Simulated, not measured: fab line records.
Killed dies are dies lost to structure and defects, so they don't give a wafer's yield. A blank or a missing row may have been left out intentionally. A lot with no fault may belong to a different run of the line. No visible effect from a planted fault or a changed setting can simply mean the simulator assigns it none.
fab line records    flow sky130
record: lots: 12  wafers: 36  last-day: 51
route steps=708 shown VT_ADJUST_PCH@152 SONOS_ONO@168 GATE_OXIDE@197 PAD_OPEN@708
lots with no fault: from the same line, run without faults
start-h: hours from the record's opening day to when the first of the lot's shown wafers began    wait-h: hours from the lot's prior step to this one    " as in the row above    L1.1+2: a single row standing in for several wafers    - either no value or no given start    * or withheld: withheld    < > ~ a bound
route shown NAME@n: names a module that has steps shown in the file, with the first one's number in the route    usual: mean/standard deviation of fault-free wafers    same: alike in all rows    chamber/n: place in a boat    sites: readings site by site    _std_site: the values' standard deviation    _edge_site: inner sites' mean taken away from outer sites' mean    radius-mm: how far each site lies from the wafer's centre    mask NAME#n: copy n    behind: the last tool/chamber to shape the wafer    hold: cause of the lot's hold/its duration in hours/its outcome    device: which transistor (n, p or np) failed to switch    end of line: the tests these same wafers got at the end of their route    for a step that has no rows: nothing shown but its recipe    killed: at the first sort, the dies lost to defects and structure; wafer yield is something else    map: shows each die of a wafer: x if killed, . if not, _ if none is there
set.NAME: setting as actually run; set.NAME@STEP: the setting as run at that earlier step    model.NAME: the simulator's own value behind a step, which no gauge read
a sample of lots followed through the steps of the route, with each step as a table and each wafer as a row
services: a tool's chamber out of use, with start hour (start-h, from the record's first day; less than 0 if before it), hours out, and reason
== steps ==
step: SKY_VT_ADJUST_PCH_STRIP_09
recipe: chemistry: O2/N2  power-w: 1400  pressure-mtorr: 1500  platen-temp-c: withheld  o2-flow-sccm: 3000  n2-flow-sccm: 300  overash-fraction: 0.5
usual: drypump-motor-current-A: 5.5/0.4  oes-product-au: 0.723/0.0048  strip-time-to-endpoint-s: 36.89/0.1
lot.wafer  tool             chamber  start-h  wait-h  drypump-motor-current-A  oes-product-au  rf-hours-counter-h  strip-time-to-endpoint-s
L825.1     plasma-asher-01  0        234.57   0.1     4.7                      0.717           11                  37.05
L825.2     "                1        "        "       5.9                      0.714           11                  37.00
L825.4     "                1        "        "       5.9                      0.720           -                   37.05
L826.2     plasma-asher-03  0        242.62   0.1     5.9                      0.731           43                  37.09
L826.5     "                1        "        "       5.4                      0.723           -                   37.07
L826.6     "                0        "        "       5.9                      0.718           -                   37.04
L827.3     plasma-asher-02  1        246.21   0.1     5.3                      0.717           -                   36.91
L827.5     "                1        "        "       5.3                      0.720           -                   36.82
L827.6     "                0        "        "       5.6                      0.726           -                   36.94
L828.4     plasma-asher-01  0        261.65   0.1     4.7                      0.715           -                   36.97
L828.5     "                0        "        "       4.8                      0.725           -                   36.95
L828.6     "                1        "        "       5.9                      0.729           -                   36.87
L832.2     plasma-asher-03  1        296.62   0.1     5.5                      0.721           48                  36.78
L832.3     "                0        "        "       5.9                      0.718           -                   36.79
L832.4     "                1        "        "       5.5                      0.722           -                   36.85
L836.1     plasma-asher-02  1        323.92   0.1     5.3                      0.721           61                  36.67
L836.2     "                0        "        "       5.6                      0.732           61                  36.71
L836.3     "                1        "        "       5.3                      0.719           -                   36.64
L838.3     plasma-asher-01  0        339.01   0.1     4.7                      0.718           -                   37.07
L838.4     "                1        "        "       5.9                      0.728           -                   37.06
L838.6     "                1        "        "       5.9                      0.718           -                   37.00
L839.1     plasma-asher-03  1        344.27   0.1     5.5                      0.722           52                  36.81
L839.4     "                1        "        "       5.5                      0.725           -                   36.92
L839.5     "                1        "        "       5.5                      0.723           -                   36.91
L840.1     plasma-asher-03  1        352.46   0.2     5.5                      0.715           53                  36.79
L840.5     "                0        "        "       5.9                      0.728           -                   36.82
L840.6     "                1        "        "       5.5                      0.719           -                   36.83
L841.4     plasma-asher-03  0        357.00   0.1     5.9                      0.719           -                   36.95
L841.5     "                0        "        "       5.9                      0.722           -                   36.90
L841.6     "                1        "        "       5.5                      0.720           -                   36.96
L842.3     plasma-asher-03  0        361.10   0.1     5.9                      0.726           -                   36.76
L842.4     "                1        "        "       5.5                      0.721           -                   36.82
L842.5     "                0        "        "       5.9                      0.714           -                   36.87
L846.2     plasma-asher-03  0        395.62   0.1     5.9                      0.725           57                  36.97
L846.4     "                1        "        "       5.5                      0.720           -                   36.92
L846.5     "                0        "        "       5.9                      0.726           -                   36.95
step: SKY_SONOS_ONO_OXIDATION_00
recipe: temp-c: 800  ambient: O2  idle-temp-c: 700  ramp-up-c-per-min: 10  ramp-down-c-per-min: 3  stabilise-s: 600  purge-s: 300  target-thk-a: 26  ox-time-s: 1249
usual: zone-power-centre-pct: 15.0/0.57
same: purge-s: 300
lot.wafer  tool        chamber  start-h  wait-h  zone-power-centre-pct
L825.1     furnace-01  0        261.63   3.3     15.6
L825.2     "           0        "        "       15.5
L825.4     "           0        "        "       15.4
L826.2     furnace-02  0        268.48   1.3     14.3
L826.5     "           0        "        "       14.4
L826.6     "           0        "        "       14.6
L827.3     furnace-02  0        272.75   2.3     14.5
L827.5     "           0        "        "       14.3
L827.6     "           0        "        "       14.4
L828.4     furnace-02  0        287.97   1.0     14.2
L828.5     "           0        "        "       14.5
L828.6     "           0        "        "       14.4
L832.2     furnace-02  0        322.48   0.0     14.6
L832.3     "           0        "        "       14.3
L832.4     "           0        "        "       14.6
L836.1     furnace-01  0        353.17   0.9     15.4
L836.2     "           0        "        "       15.6
L836.3     "           0        "        "       15.7
L838.3     furnace-01  0        368.05   0.8     15.5
L838.4     "           0        "        "       15.7
L838.6     "           0        "        "       15.4
L839.1     furnace-01  0        374.28   1.7     15.6
L839.4     "           0        "        "       15.2
L839.5     "           0        "        "       15.5
L840.1     furnace-02  0        386.30   5.0     14.4
L840.5     "           0        "        "       14.7
L840.6     "           0        "        "       14.5
L841.4     furnace-02  0        386.30   0.7     14.6
L841.5     "           0        "        "       14.4
L841.6     "           0        "        "       14.4
L842.3     furnace-01  0        393.81   4.0     15.5
L842.4     "           0        "        "       15.3
L842.5     "           0        "        "       15.5
L846.2     furnace-01  0        426.63   1.1     15.1
L846.4     "           0        "        "       15.7
L846.5     "           0        "        "       15.6
step: SKY_SONOS_ONO_THK_MEAS_01
recipe: reads: SiO2_of_SONOS_ONO_OXIDATION_00
usual: SONOS_ONO_OXIDATION_THK: 2.61/0.057
lot.wafer  tool           chamber  start-h  wait-h  SONOS_ONO_OXIDATION_THK[nm]
L825.1     film-metro-01  -        262.97   0.0     2.67
L825.2     "              -        "        "       2.63
L825.4     "              -        "        "       2.66
L826.2     film-metro-04  -        269.84   0.0     2.60
L826.5     "              -        "        "       2.58
L826.6     "              -        "        "       2.58
L827.3     film-metro-01  -        274.11   0.0     2.61
L827.5     "              -        "        "       2.67
L827.6     "              -        "        "       2.68
L828.4     film-metro-02  -        289.35   0.0     2.62
L828.5     "              -        "        "       2.67
L828.6     "              -        "        "       2.63
L832.2     film-metro-02  -        323.83   0.0     2.58
L832.3     "              -        "        "       2.65
L832.4     "              -        "        "       2.62
L836.1     film-metro-04  -        354.51   0.0     2.55
L836.2     "              -        "        "       2.53
L836.3     "              -        "        "       2.51
L838.3     film-metro-02  -        369.42   0.0     2.59
L838.4     "              -        "        "       2.64
L838.6     "              -        "        "       2.57
L839.1     film-metro-01  -        375.62   0.0     2.54
L839.4     "              -        "        "       2.57
L839.5     "              -        "        "       2.64
L840.1     film-metro-04  -        387.64   0.0     3.00
L840.5     "              -        "        "       2.93
L840.6     "              -        "        "       2.97
L841.4     film-metro-02  -        387.67   0.0     2.89
L841.5     "              -        "        "       2.93
L841.6     "              -        "        "       2.90
L842.3     film-metro-04  -        395.17   0.0     2.69
L842.4     "              -        "        "       2.66
L842.5     "              -        "        "       2.67
L846.2     film-metro-04  -        427.99   0.0     2.62
L846.4     "              -        "        "       2.57
L846.5     "              -        "        "       2.61
step: SKY_SONOS_ONO_STRIP_17
recipe: chemistry: O2/N2  power-w: 1400  pressure-mtorr: 1500  platen-temp-c: withheld  o2-flow-sccm: 3000  n2-flow-sccm: 300  overash-fraction: 0.5
usual: drypump-motor-current-A: 5.5/0.44  oes-product-au: 0.710/0.0045  strip-time-to-endpoint-s: 14.09/0.05
lot.wafer  tool             chamber  start-h  wait-h  drypump-motor-current-A  oes-product-au  rf-hours-counter-h  strip-time-to-endpoint-s
L825.1     plasma-asher-04  0        290.05   0.0     5.8                      0.707           58                  14.11
L825.2     "                1        "        "       5.6                      0.706           58                  14.09
L825.4     "                1        "        "       5.6                      0.699           -                   14.06
L826.2     plasma-asher-01  0        298.65   0.0     4.7                      0.708           18                  14.18
L826.5     "                1        "        "       5.9                      0.709           -                   14.26
L826.6     "                0        "        "       4.7                      0.710           -                   14.17
L827.3     plasma-asher-04  0        302.88   0.0     5.8                      0.707           -                   13.99
L827.5     "                0        "        "       5.8                      0.711           -                   14.06
L827.6     "                1        "        "       5.6                      0.702           -                   14.03
L828.4     plasma-asher-01  0        316.63   0.0     4.7                      0.702           -                   14.10
L828.5     "                0        "        "       4.7                      0.701           -                   14.12
L828.6     "                1        "        "       5.9                      0.715           -                   14.13
L832.2     plasma-asher-01  1        353.75   0.0     5.9                      0.708           23                  14.06
L832.3     "                1        "        "       5.9                      0.705           -                   14.08
L832.4     "                0        "        "       4.7                      0.718           -                   14.04
L836.1     plasma-asher-04  1        384.89   0.0     5.7                      0.708           68                  14.12
L836.2     "                0        "        "       5.7                      0.703           68                  14.09
L836.3     "                0        "        "       5.7                      0.705           -                   14.14
L838.3     plasma-asher-04  0        399.83   0.0     5.7                      0.709           -                   14.07
L838.4     "                1        "        "       5.6                      0.712           -                   14.02
L838.6     "                1        "        "       5.6                      0.714           -                   14.06
L839.1     plasma-asher-01  0        407.89   0.0     4.7                      0.715           28                  14.01
L839.4     "                1        "        "       6.0                      0.703           -                   14.05
L839.5     "                0        "        "       4.7                      0.715           -                   14.01
L841.4     plasma-asher-01  1        418.28   0.0     5.9                      0.710           -                   14.06
L841.5     "                0        "        "       4.7                      0.704           -                   14.05
L841.6     "                1        "        "       5.9                      0.709           -                   14.09
L840.1     plasma-asher-03  0        418.99   0.0     5.9                      0.706           59                  14.08
L840.5     "                0        "        "       5.9                      0.705           -                   14.02
L840.6     "                1        "        "       5.5                      0.710           -                   14.08
L842.3     plasma-asher-04  1        428.58   0.0     5.6                      0.712           -                   14.03
L842.4     "                0        "        "       5.8                      0.705           -                   14.01
L842.5     "                0        "        "       5.7                      0.715           -                   14.05
L846.2     plasma-asher-01  0        465.40   0.0     4.7                      0.707           35                  14.08
L846.4     "                0        "        "       4.7                      0.711           -                   14.04
L846.5     "                1        "        "       5.9                      0.709           -                   14.09
step: SKY_GATE_OXIDE_OVL_MEAS_10
usual: GATE_OXIDE_OVL: 0.6/1.3
lot.wafer  tool        chamber  start-h  wait-h  GATE_OXIDE_OVL[nm]
L825.1     overlay-02  -        318.94   0.1     0.7
L825.2     "           -        "        "       -1.3
L825.4     "           -        "        "       -1.3
L826.2     overlay-01  -        327.49   0.1     2.7
L826.5     "           -        "        "       1.9
L826.6     "           -        "        "       1.2
L827.3     overlay-01  -        331.44   0.1     2.5
L827.5     "           -        "        "       2.7
L827.6     "           -        "        "       3.1
L828.4     overlay-02  -        346.30   0.1     1.2
L828.5     "           -        "        "       2.2
L828.6     "           -        "        "       1.8
L832.2     overlay-02  -        383.94   0.1     -0.6
L832.3     "           -        "        "       0.9
L832.4     "           -        "        "       3.1
L836.1     overlay-01  -        421.19   0.1     1.6
L836.2     "           -        "        "       -0.1
L836.3     "           -        "        "       2.3
L838.3     overlay-02  -        432.40   0.1     1.6
L838.4     "           -        "        "       3.1
L838.6     "           -        "        "       -0.2
L839.1     overlay-01  -        439.29   0.1     -1.5
L839.4     "           -        "        "       -0.8
L839.5     "           -        "        "       -0.8
L841.4     overlay-02  -        450.05   0.1     -0.1
L841.5     "           -        "        "       -0.8
L841.6     "           -        "        "       0.2
L840.1     overlay-02  -        451.89   0.1     1.7
L840.5     "           -        "        "       -0.1
L840.6     "           -        "        "       0.9
L842.3     overlay-02  -        461.75   0.1     1.1
L842.4     "           -        "        "       1.9
L842.5     "           -        "        "       1.3
L846.2     overlay-01  -        497.09   0.1     1.5
L846.4     "           -        "        "       1.4
L846.5     "           -        "        "       2.2
step: SKY_PAD_OPEN_PROBE_99
usual: killed_at_M0_to_M3: 42/7.3  killed_at_M4_up: 3.4/2  killed-at-contacts: 24/5.6  killed-at-front-end: 16/4.5  killed-at-other: 0.2/0.51  killed-dies: 86/9.8  killed-open: 46/7  killed-short: 40/6.7
same: gross-dies: 492  killed-at-back-side: 0
lot.wafer  tool       chamber  start-h  wait-h  killed_at_M0_to_M3  killed_at_M4_up  killed-at-contacts  killed-at-front-end  killed-at-other  killed-dies  killed-open  killed-short
L839.1     prober-01  -        1210.86  0.1     42                  2                38                  26                   1                109          56           53
L839.4     prober-01  -        1211.01  0.2     49                  6                16                  14                   0                85           40           45
L839.5     prober-01  -        1211.06  0.2     44                  5                29                  14                   0                92           42           50
L842.3     prober-02  -        1222.03  0.2     35                  3                33                  19                   0                90           47           43
L842.4     prober-02  -        1222.08  0.2     29                  3                19                  17                   0                68           21           47
L842.5     prober-02  -        1222.13  0.2     41                  3                19                  9                    0                72           40           32
killed by level:class
L839.1 CONTACT:geometric-particle:open=17 CONTACT:geometric-particle:short=11 VIA2:geometric-particle:open=10 POLY_GATE:geometric-particle:short=7 METAL2:geometric-particle:short=7 FIELD_ISO:geometric-particle:short=6 POLY_GATE:geometric-particle:open=6 LI_CONTACT:geometric-particle:open=6
L839.4 VIA1:geometric-particle:open=13 VIA2:geometric-particle:open=8 CONTACT:geometric-particle:open=7 METAL4:geometric-particle:short=6 CONTACT:geometric-particle:short=6 METAL2:geometric-particle:short=6 VIA3:geometric-particle:open=6 FIELD_ISO:geometric-particle:short=5
L839.5 VIA1:geometric-particle:open=9 CONTACT:geometric-particle:short=8 VIA2:geometric-particle:open=8 LI_CONTACT:geometric-particle:open=7 CONTACT:geometric-particle:open=7 FIELD_ISO:geometric-particle:short=6 METAL2:geometric-particle:short=6 LOCAL_INTERCONNECT:geometric-particle:short=5
L842.3 LI_CONTACT:geometric-particle:open=11 METAL2:geometric-particle:short=6 POLY_GATE:geometric-particle:short=6 VIA3:geometric-particle:open=6 LOCAL_INTERCONNECT:geometric-particle:short=6 VIA1:geometric-particle:open=6 CONTACT:geometric-particle:short=5 CONTACT:geometric-particle:open=5
L842.4 LOCAL_INTERCONNECT:geometric-particle:short=6 METAL2:geometric-particle:short=6 FIELD_ISO:geometric-particle:short=5 CONTACT:geometric-particle:short=5 POLY_GATE:geometric-particle:short=4 LI_CONTACT:geometric-particle:open=4 METAL3:geometric-particle:short=4 METAL1:geometric-particle:short=3
L842.5 METAL2:geometric-particle:short=8 VIA1:geometric-particle:open=7 LI_CONTACT:geometric-particle:open=7 VIA1:geometric-particle:short=7 FIELD_ISO:geometric-particle:open=6 VIA2:geometric-particle:open=5 CONTACT:geometric-particle:open=4 CONTACT:geometric-particle:short=4
== services ==
tool             chamber  start-h  hours  kind
plasma-asher-04  -        247.42   4.9    repair
furnace-01       -        247.87   4.9    pm
furnace-01       -        254.28   3.4    pm
plasma-asher-03  -        256.09   0.7    repair
furnace-02       -        259.15   3.6    pm
plasma-asher-01  -        271.29   1.3    repair
plasma-asher-03  -        297.28   13.5   repair
plasma-asher-01  -        297.56   0.5    repair
plasma-asher-03  -        301.51   1.0    repair
plasma-asher-04  -        363.80   2.8    pm
furnace-02       -        372.00   3.4    pm
furnace-01       -        376.67   14.3   repair
plasma-asher-01  -        384.65   3.7    repair
plasma-asher-02  -        395.66   1.2    repair
plasma-asher-03  -        413.54   2.4    repair
plasma-asher-02  -        421.29   9.0    pm
plasma-asher-02  0        421.29   9.0    vent-cycle
plasma-asher-02  1        421.29   9.0    vent-cycle
furnace-02       -        423.60   3.6    pm
plasma-asher-03  -        427.38   8.4    repair
plasma-asher-02  0        430.29   -      clean
plasma-asher-02  1        430.29   -      clean
plasma-asher-03  -        442.40   8.4    pm
== key ==
first-sign: step: SKY_SONOS_ONO_THK_MEAS_01  reading: SONOS_ONO_OXIDATION_THK  direction: up  sigmas: 5.7  usual: 2.61  struck: 2.93
effect none on later readings
met-at SKY_SONOS_ONO_OXIDATION_00
struck-lots L840,L841
tester-left-out L840,L841
not-acting-at SKY_VT_ADJUST_PCH_STRIP_09,SKY_SONOS_ONO_STRIP_17,SKY_GATE_OXIDE_OVL_MEAS_10
onset-between 322.48 386.30
fault: kind: process-parameter-drift  tool: furnace-02  chamber: -  onset-h: 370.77  steps: SKY_SONOS_ONO_OXIDATION_00  channel: ox-time-s  offset: *  shape: step  end-h: 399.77  acts-in: *  stated: *
tester-left-out: of these lots the tester's yield and bins aren't shown, on N5 and GAA mostly nor the transistor test; their killed dies are dies lost to structure and defects alone, not to doping, threshold or leakage, so they don't give the yield
